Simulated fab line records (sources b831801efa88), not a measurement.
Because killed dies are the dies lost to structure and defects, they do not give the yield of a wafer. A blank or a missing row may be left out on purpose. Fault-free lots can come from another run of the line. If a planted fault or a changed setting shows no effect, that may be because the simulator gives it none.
fab line records	flow sky130
[record] lots = 11	wafers = 33	last_day = 50
route steps=708 shown VIA2@531 METAL3@533 CAPM@539 PAD_OPEN@708
lots that met no fault: from a run of the same line without faults
start_h: start of the lot's first displayed wafer, in hours after the record's first day	wait_h: hours since the lot's step before	" repeats the value in the row above	L1.1+2: a row that stands for several wafers	- either no value or no given start	* or withheld: withheld	< > ~ a bound
route shown NAME@n: NAME is a module with steps in the file, n the number in the route of the first one	usual: mean/standard deviation of fault-free wafers	same: alike in all rows	chamber/n: place in a boat	sites: readings site by site	_std_site: the values' standard deviation	_edge_site: the outer-site mean with the inner-site mean subtracted	radius_mm: for every site, how far away it sits from the centre of the wafer	mask NAME#n: copy n	behind: tool/chamber where the wafer was last shaped	hold: reason for holding the lot/hours on hold/outcome of the hold	device: which transistor (n, p or np) failed to switch	end of line: the route-end tests of the same wafers	a step with no rows: only its recipe	killed: at the first sort, the dies lost to defects and structure; wafer yield is something else	map: dies across one wafer; x = killed, . = not, _ = none there
set.NAME: the setting the step ran with; set.NAME@STEP: the setting that earlier step ran with	model.NAME: the simulator's own value behind a step, which no gauge read
a sample of lots followed through the steps of the route, with each step as a table and each wafer as a row
services: the hour from which a tool's chamber was out of use, counted from the record's first day as start_h (under 0 if before that day), plus the number of hours and why
[[steps]]
[step SKY_VIA2_CMP_24]
[recipe] stop_on = SiO2	t_overpolish_s = 20	down_force_psi = 3.5	platen_rpm = 60	target_thk_nm = 0	pad_velocity_m_s = 0.94248
[usual] motor_current_A = 10.9/0.98	overpolish_run_s = 20.000/0.0091	time_to_endpoint_s = 99/3.7
lot.wafer	tool	chamber	start_h	wait_h	motor_current_A	overpolish_run_s	time_to_endpoint_s
L508.4	cmp-02	1	850.69	0.1	10.6	20.005	102
L508.6	"	0	"	"	11.1	20.016	102
L508.5	"	1	"	"	11.1	20.002	100
L509.3	cmp-01	1	863.59	0.0	12.1	20.017	104
L509.2	"	2	"	"	12.0	19.989	105
L509.1	"	3	"	"	11.1	20.000	98
L513.1	cmp-02	3	896.87	0.1	9.7	20.006	100
L513.2	"	0	"	"	11.7	20.006	96
L513.5	"	2	"	"	8.3	20.011	94
L514.3	cmp-02	3	906.54	0.1	9.7	19.988	99
L514.2	"	0	"	"	11.1	19.998	97
L514.6	"	2	"	"	9.3	19.993	96
L515.2	cmp-01	3	910.91	0.1	11.5	20.001	96
L515.5	"	1	"	"	11.8	20.008	103
L515.6	"	2	"	"	11.6	19.994	98
L516.4	cmp-02	2	918.62	0.0	8.9	20.007	90
L516.3	"	3	"	"	9.9	20.000	99
L516.6	"	2	"	"	8.5	19.978	92
L525.2	cmp-02	2	973.33	0.1	8.5	19.986	95
L525.4	"	0	"	"	11.2	19.997	99
L525.5	"	1	"	"	10.9	19.996	103
L527.1	cmp-01	1	982.93	0.1	11.9	20.002	101
L527.2	"	2	"	"	10.9	19.999	98
L527.6	"	0	"	"	10.7	19.998	101
L528.3	cmp-01	2	989.04	0.1	10.8	20.010	100
L528.4	"	0	"	"	11.7	19.985	102
L528.5	"	1	"	"	11.4	20.005	102
L529.3	cmp-01	1	1001.06	0.1	11.3	19.992	100
L529.5	"	3	"	"	11.1	20.006	95
L529.6	"	0	"	"	10.6	20.002	102
L531.1	cmp-02	0	1021.16	0.1	11.0	19.999	101
L531.5	"	2	"	"	8.8	20.007	96
L531.6	"	3	"	"	9.7	19.990	101
[step SKY_METAL3_SPUTTER_01]
[recipe] material = TiN	target_thk_nm = 20	power_w = 6500	time_s = 16.7	chamber_pressure_pa = 0.4
[usual] throttle_valve_pct = 30.4/1.1
[same] time_s = 16.7
lot.wafer	tool	chamber	start_h	wait_h	throttle_valve_pct
L508.4	pvd_sputter-04	-	850.96	0.0	30.1
L508.5	"	-	"	"	30.4
L508.6	"	-	"	"	31.7
L509.1	pvd_sputter-01	-	863.91	0.0	30.3
L509.2	"	-	"	"	28.8
L509.3	"	-	"	"	29.7
L513.1	pvd_sputter-01	-	897.14	0.0	30.3
L513.2	"	-	"	"	30.0
L513.5	"	-	"	"	30.4
L514.2	pvd_sputter-01	-	906.77	0.0	29.6
L514.3	"	-	"	"	29.9
L514.6	"	-	"	"	29.4
L515.2	pvd_sputter-02	-	911.13	0.0	30.7
L515.5	"	-	"	"	31.0
L515.6	"	-	"	"	31.7
L516.3	pvd_sputter-02	-	918.94	0.0	31.5
L516.4	"	-	"	"	30.9
L516.6	"	-	"	"	29.2
L525.2	pvd_sputter-04	-	973.60	0.0	30.2
L525.4	"	-	"	"	32.5
L525.5	"	-	"	"	31.3
L527.1	pvd_sputter-01	-	983.20	0.0	30.2
L527.2	"	-	"	"	30.7
L527.6	"	-	"	"	28.7
L528.3	pvd_sputter-02	-	989.31	0.0	31.7
L528.4	"	-	"	"	30.7
L528.5	"	-	"	"	31.7
L529.3	pvd_sputter-04	-	1001.28	0.0	31.4
L529.5	"	-	"	"	31.3
L529.6	"	-	"	"	32.7
L531.1	pvd_sputter-04	-	1021.38	0.0	32.6
L531.5	"	-	"	"	31.4
L531.6	"	-	"	"	32.4
[step SKY_CAPM_SPUTTER_02]
[recipe] material = TiN	target_thk_nm = 200	temp_c = 300	power_w = 6500	time_s = 166.7	chamber_pressure_pa = 0.4
[usual] throttle_valve_pct = 29.8/0.87
[same] time_s = 166.7
lot.wafer	tool	chamber	start_h	wait_h	throttle_valve_pct
L508.4	pvd_sputter-02	-	851.17	0.0	30.8
L508.5	"	-	"	"	31.5
L508.6	"	-	"	"	29.1
L509.1	pvd_sputter-02	-	864.12	0.1	30.5
L509.2	"	-	"	"	30.4
L509.3	"	-	"	"	29.2
L513.1	pvd_sputter-03	-	897.35	0.1	29.8
L513.2	"	-	"	"	29.4
L513.5	"	-	"	"	29.0
L514.2	pvd_sputter-03	-	906.98	0.0	29.0
L514.3	"	-	"	"	29.3
L514.6	"	-	"	"	29.6
L515.2	pvd_sputter-03	-	911.35	0.0	29.6
L515.5	"	-	"	"	29.8
L515.6	"	-	"	"	29.2
L516.3	pvd_sputter-03	-	919.15	0.0	29.0
L516.4	"	-	"	"	29.7
L516.6	"	-	"	"	28.8
L525.2	pvd_sputter-01	-	973.81	0.0	30.1
L525.4	"	-	"	"	28.7
L525.5	"	-	"	"	28.6
L527.1	pvd_sputter-02	-	983.42	0.1	31.6
L527.2	"	-	"	"	29.1
L527.6	"	-	"	"	30.6
L528.3	pvd_sputter-01	-	989.53	0.0	30.0
L528.4	"	-	"	"	30.4
L528.5	"	-	"	"	29.2
L529.3	pvd_sputter-02	-	1001.49	0.0	30.3
L529.5	"	-	"	"	30.7
L529.6	"	-	"	"	30.5
L531.1	pvd_sputter-03	-	1021.60	0.1	28.5
L531.5	"	-	"	"	29.9
L531.6	"	-	"	"	28.9
[step SKY_METAL3_METAL_ETCH_18]
[recipe] target_depth_a = 8450	stop_on = SiO2	over_etch_frac = 0.3	time_s = 183.1	chemistry = Cl2/BCl3	resist_sidewall_deg = 88	pressure_mtorr = 10	icp_w = 900	bias_w = 48.5	Cl2_flow_sccm = 60	bcl3_flow_sccm = 30
[usual] bias_w = 48.48/0.13	drypump_motor_current_A = 5.9/0.46	oes_product_au = 0.867/0.0069	run_length_s = 211.4/0.8	throttle_valve_pct = 22.265/0.0091
lot.wafer	tool	chamber	start_h	wait_h	bias_w	drypump_motor_current_A	oes_product_au	rf_hours_counter_h	run_length_s	throttle_valve_pct
L508.4	rie_metal-03	1	903.47	0.1	48.45	5.7	0.871	-	211.4	22.265
L508.5	"	1	"	"	48.62	5.7	0.869	-	211.5	22.275
L508.6	"	0	"	"	48.63	5.1	0.868	-	211.5	22.255
L509.1	rie_metal-03	1	916.14	0.0	48.65	5.8	0.887	2	211.2	22.260
L509.2	"	0	"	"	48.43	5.1	0.876	14	211.5	22.268
L509.3	"	0	"	"	48.59	5.1	0.876	-	211.5	22.261
L513.1	rie_metal-03	1	947.61	0.0	48.38	5.7	0.869	4	211.6	22.262
L513.2	"	1	"	"	48.80	5.7	0.869	-	211.1	22.264
L513.5	"	1	"	"	48.46	5.7	0.871	-	211.3	22.269
L514.2	rie_metal-03	1	957.17	0.1	48.59	5.7	0.879	-	211.6	22.263
L514.3	"	1	"	"	48.31	5.7	0.867	-	211.3	22.267
L514.6	"	1	"	"	48.42	5.7	0.869	-	211.4	22.275
L515.2	rie_metal-03	1	960.17	0.1	-	5.7	0.994	-	190.7	22.264
L515.5	"	1	"	"	-	5.7	0.984	-	190.3	22.259
L515.6	"	1	"	"	-	5.7	0.984	-	190.6	22.256
L516.3	rie_metal-03	1	968.68	0.1	-	5.7	0.987	-	190.1	22.260
L516.4	"	1	"	"	-	5.7	0.978	-	190.5	22.284
L516.6	"	1	"	"	-	5.7	0.988	-	190.5	22.274
L525.2	rie_metal-02	1	1020.25	0.0	48.37	6.3	0.868	8	210.7	22.283
L525.4	"	0	"	"	48.46	6.5	0.862	-	210.7	22.249
L525.5	"	0	"	"	48.59	6.5	0.861	-	210.8	22.253
L527.1	rie_metal-02	1	1029.79	0.0	48.37	6.3	0.867	9	210.4	22.265
L527.2	"	0	"	"	48.49	6.5	0.874	5	210.6	22.278
L527.6	"	1	"	"	48.48	6.3	0.863	-	211.0	22.257
L528.3	rie_metal-03	1	1036.67	0.1	48.38	5.7	0.875	-	211.4	22.279
L528.4	"	1	"	"	48.47	5.7	0.861	-	211.2	22.271
L528.5	"	1	"	"	48.61	5.7	0.858	-	211.4	22.267
L529.3	rie_metal-03	0	1047.63	0.1	48.28	5.1	0.862	-	211.8	22.264
L529.5	"	1	"	"	48.61	5.7	0.863	-	211.2	22.272
L529.6	"	0	"	"	48.28	5.1	0.864	-	211.1	22.263
L531.1	rie_metal-03	0	1066.41	0.0	48.48	5.1	0.863	17	211.3	22.269
L531.5	"	1	"	"	48.23	5.7	0.858	-	211.5	22.256
L531.6	"	0	"	"	48.48	5.1	0.862	-	211.8	22.283
[step SKY_METAL3_STRIP_19]
[recipe] chemistry = O2/N2	power_w = 1400	pressure_mtorr = 1500	platen_temp_c = withheld	o2_flow_sccm = 3000	n2_flow_sccm = 300	overash_fraction = 0.5
[usual] drypump_motor_current_A = 5.9/0.48	oes_product_au = 0.499/0.0062	strip_time_to_endpoint_s = 6.48/0.084
lot.wafer	tool	chamber	start_h	wait_h	drypump_motor_current_A	oes_product_au	rf_hours_counter_h	strip_time_to_endpoint_s
L508.4	plasma_asher-03	1	903.62	0.1	5.7	0.502	-	6.46
L508.5	"	0	"	"	6.3	0.500	-	6.49
L508.6	"	1	"	"	5.7	0.502	-	6.57
L509.1	plasma_asher-03	1	916.32	0.1	5.7	0.495	108	6.37
L509.2	"	0	"	"	6.3	0.512	108	6.54
L509.3	"	1	"	"	5.7	0.494	-	6.53
L513.1	plasma_asher-03	0	947.97	0.3	6.3	0.500	111	6.48
L513.2	"	1	"	"	5.7	0.499	111	6.44
L513.5	"	1	"	"	5.7	0.497	-	6.43
L514.2	plasma_asher-03	1	957.47	0.2	5.7	0.492	112	6.52
L514.3	"	0	"	"	6.3	0.503	-	6.50
L514.6	"	0	"	"	6.3	0.498	-	6.49
L515.2	plasma_asher-01	1	960.47	0.2	6.3	0.522	50	7.11
L515.5	"	0	"	"	5.3	0.521	-	7.08
L515.6	"	1	"	"	6.3	0.521	-	7.13
L516.3	plasma_asher-04	0	968.95	0.2	5.3	0.525	-	6.99
L516.4	"	1	"	"	6.6	0.518	-	6.92
L516.6	"	1	"	"	6.6	0.517	-	7.00
L525.2	plasma_asher-04	0	1020.43	0.1	5.3	0.500	88	6.48
L525.4	"	1	"	"	6.7	0.495	-	6.40
L525.5	"	0	"	"	5.3	0.501	-	6.41
L527.1	plasma_asher-03	1	1029.97	0.1	5.7	0.497	119	6.49
L527.2	"	0	"	"	6.3	0.493	119	6.37
L527.6	"	0	"	"	6.3	0.505	-	6.48
L528.3	plasma_asher-01	1	1036.94	0.2	6.2	0.500	-	6.47
L528.4	"	0	"	"	5.3	0.506	-	6.44
L528.5	"	1	"	"	6.3	0.493	-	6.50
L529.3	plasma_asher-01	1	1047.78	0.1	6.3	0.493	-	6.49
L529.5	"	0	"	"	5.3	0.494	-	6.39
L529.6	"	1	"	"	6.3	0.502	-	6.44
L531.1	plasma_asher-01	0	1066.59	0.1	5.3	0.508	61	6.56
L531.5	"	1	"	"	6.2	0.487	-	6.45
L531.6	"	0	"	"	5.3	0.492	-	6.51
[step SKY_PAD_OPEN_PROBE_99]
[usual] defect_limited_yield = 82.6/1.7	killed_at_M0_to_M3 = 42/6.4	killed_at_M4_up = 3.2/1.9	killed_at_contacts = 24/4.8	killed_at_front_end = 16/4.4	killed_at_other = 0.3/0.55	killed_dies = 86/8.6	killed_open = 46/6.6	killed_short = 39/5.7	sort_bin_3_pad_short = 0.8/0.41	sort_bin_5_function = 10.3/1.5	sort_bin_6_memory = 6.3/1	sort_n_pass = 406/8.6	sort_yield_pct = 82.6/1.7
[same] gross_dies = 492	killed_at_back_side = 0	sort_bin_4_leakage[%] = 0	sort_bin_8_speed[%] = 0
lot.wafer	tool	chamber	start_h	wait_h	defect_limited_yield[%]	killed_at_M0_to_M3	killed_at_M4_up	killed_at_contacts	killed_at_front_end	killed_at_other	killed_dies	killed_open	killed_short	sort_bin_3_pad_short[%]	sort_bin_5_function[%]	sort_bin_6_memory[%]	sort_n_pass	sort_yield_pct[%]
L525.2	prober-01	-	1172.42	0.1	81.1	50	3	29	11	0	93	53	39	0.6	12.0	6.3	399	81.1
L525.4	prober-01	-	1172.52	0.2	81.9	49	3	23	14	0	89	42	47	1.2	10.6	6.3	403	81.9
L525.5	prober-01	-	1172.57	0.2	84.8	37	1	27	10	0	75	44	31	0.8	7.9	6.5	417	84.8
// killed by level:class
L525.2 CONTACT:geometric_particle:open=13 VIA1:geometric_particle:open=10 VIA2:geometric_particle:open=9 VIA3:geometric_particle:open=8 VIA1:geometric_particle:short=8 CONTACT:geometric_particle:short=7 LOCAL_INTERCONNECT:geometric_particle:short=5 METAL1:geometric_particle:short=4
L525.4 METAL1:geometric_particle:short=8 VIA2:geometric_particle:open=8 VIA3:geometric_particle:short=8 CONTACT:geometric_particle:open=7 LI_CONTACT:geometric_particle:open=6 FIELD_ISO:geometric_particle:short=5 VIA3:geometric_particle:open=5 LOCAL_INTERCONNECT:geometric_particle:short=4
L525.5 CONTACT:geometric_particle:open=13 LI_CONTACT:geometric_particle:open=7 METAL1:geometric_particle:short=6 VIA3:geometric_particle:open=6 VIA2:geometric_particle:open=5 VIA1:geometric_particle:open=5 METAL2:geometric_particle:short=4 FIELD_ISO:geometric_particle:open=3
[[services]]
tool	chamber	start_h	hours	kind
cmp-02	-	827.11	2.0	repair
cmp-01	-	827.75	5.2	repair
rie_metal-03	1	840.72	-	clean
rie_metal-03	1	840.72	20.7	scheduled_down
rie_metal-03	1	840.72	20.7	vent_cycle
plasma_asher-03	-	872.48	0.4	repair
pvd_sputter-03	-	873.15	0.5	repair
rie_metal-03	-	901.08	0.5	repair
pvd_sputter-04	-	909.72	5.0	repair
cmp-01	-	912.00	4.0	pm
pvd_sputter-01	-	923.22	5.2	repair
plasma_asher-01	-	923.72	4.0	repair
rie_metal-03	0	933.68	112.1	repair
cmp-02	-	935.33	0.6	repair
pvd_sputter-04	-	953.60	0.5	repair
pvd_sputter-02	1	961.37	-	consumable_replace:kit
cmp-02	-	965.66	5.7	pm
cmp-01	-	990.01	2.4	repair
cmp-02	-	994.07	4.6	repair
cmp-02	-	1010.64	0.8	repair
pvd_sputter-02	-	1027.54	0.5	repair
plasma_asher-03	-	1055.25	9.0	pm
cmp-01	-	1056.99	0.8	repair
pvd_sputter-01	-	1063.79	1.6	repair
[[key]]
[first_sign] step = SKY_METAL3_METAL_ETCH_18	reading = run_length_s	direction = down	sigmas = 26	usual = *	struck = *
[effect] step = SKY_METAL3_METAL_ETCH_18	reading = oes_product_au	direction = up	sigmas = 17	usual = 0.867	struck = 0.986
[effect] step = SKY_METAL3_STRIP_19	reading = strip_time_to_endpoint_s	direction = up	sigmas = 6.6	usual = *	struck = *
met_at SKY_METAL3_METAL_ETCH_18
struck_lots L515,L516
not_acting_at SKY_VIA2_CMP_24,SKY_METAL3_SPUTTER_01,SKY_CAPM_SPUTTER_02
onset_between 957.17 960.17
[fault] kind = process_parameter_drift	tool = rie_metal-03	chamber = -	onset_h = 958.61	steps = SKY_METAL3_METAL_ETCH_18	channel = time_s	offset = *	shape = step	end_h = 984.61	acts_in = *	stated = *
